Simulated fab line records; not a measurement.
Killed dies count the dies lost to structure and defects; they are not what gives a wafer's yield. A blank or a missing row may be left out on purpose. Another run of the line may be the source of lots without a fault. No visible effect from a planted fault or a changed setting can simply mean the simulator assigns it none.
One fault through the eyes of 2 desks + flow gf180mcu + every desk sees just its own numbers, and what lay behind them comes last

AT THE METROLOGY DESK
What the gauges read, lot by lot, whatever tool the lot ran on: means of the sampled wafers that have a number. Marked OUT: a lot whose mean sits more than 4 standard deviations from the usual mean, which makes it out of limits; the brackets give that distance.
Columns: A = V3_BOW at GF_V3_BOW_MEAS_05, usual 118 um
| lot  | first seen here | A   |
|------|-----------------|-----|
| L108 | day 21 15:13    | 116 |
| L111 | day 22 11:55    | 114 |
| L113 | day 23 05:33    | 107 |
| L114 | day 23 15:14    | 111 |
| L115 | day 24 03:28    | 109 |
| L116 | day 24 11:05    | 115 |
| L124 | day 27 07:41    | 120 |
| L123 | day 27 09:25    | 128 |
| L126 | day 27 12:54    | 122 |
| L129 | day 28 17:19    | 125 |
| L130 | day 29 00:28    | 121 |
| L131 | day 29 09:04    | 110 |
Result from this desk: across the 12 lots, nothing is out of limits.

AT THE TOOL OWNER'S DESK: cmp-01
The tool's own readings at GF_V3_CMP_26 (polishes, stops on SiO2, t overpolish 15 s, target thk 0 nm): means of the sampled wafers that have a number, for each lot that ran on this tool. Marked OUT: a lot whose mean sits more than 4 standard deviations from the usual mean, which makes it out of limits; the brackets give that distance.
Columns: A = edge_zone_pressure_frac at GF_V3_CMP_26, usual 1.000; B = head_pressure_psi at GF_V3_CMP_26, usual 3.501 psi; C = motor_current_A at GF_V3_CMP_26, usual 11.0 A; D = overpolish_run_s at GF_V3_CMP_26, usual 15.000 s; E = slurry_filter_dp_kPa at GF_V3_CMP_26, usual 13.52 kPa; F = time_to_endpoint_s at GF_V3_CMP_26, usual 85 s
| lot  | first seen here | A     | B     | C    | D      | E     | F  |
|------|-----------------|-------|-------|------|--------|-------|----|
| L114 | day 24 15:31    | 0.999 | 3.503 | 11.6 | 15.003 | 13.64 | 85 |
| L115 | day 25 02:49    | 1.002 | 3.506 | 12.5 | 14.995 | 13.41 | 85 |
| L116 | day 25 08:49    | 1.003 | 3.507 | 10.8 | 15.000 | 13.48 | 84 |
| L126 | day 28 09:41    | 1.000 | 3.505 | 10.5 | 14.997 | 13.45 | 88 |
| L129 | day 29 14:05    | 1.003 | 3.503 | 11.6 | 15.006 | 13.50 | 83 |
Result from this desk: across the 5 lots, nothing is out of limits.

ALL TOGETHER
From the metrology desk's view, nothing was out of limits.
Nothing out of limits was seen by the tool owner's desk.

WHAT THE SIMULATOR PUT IN
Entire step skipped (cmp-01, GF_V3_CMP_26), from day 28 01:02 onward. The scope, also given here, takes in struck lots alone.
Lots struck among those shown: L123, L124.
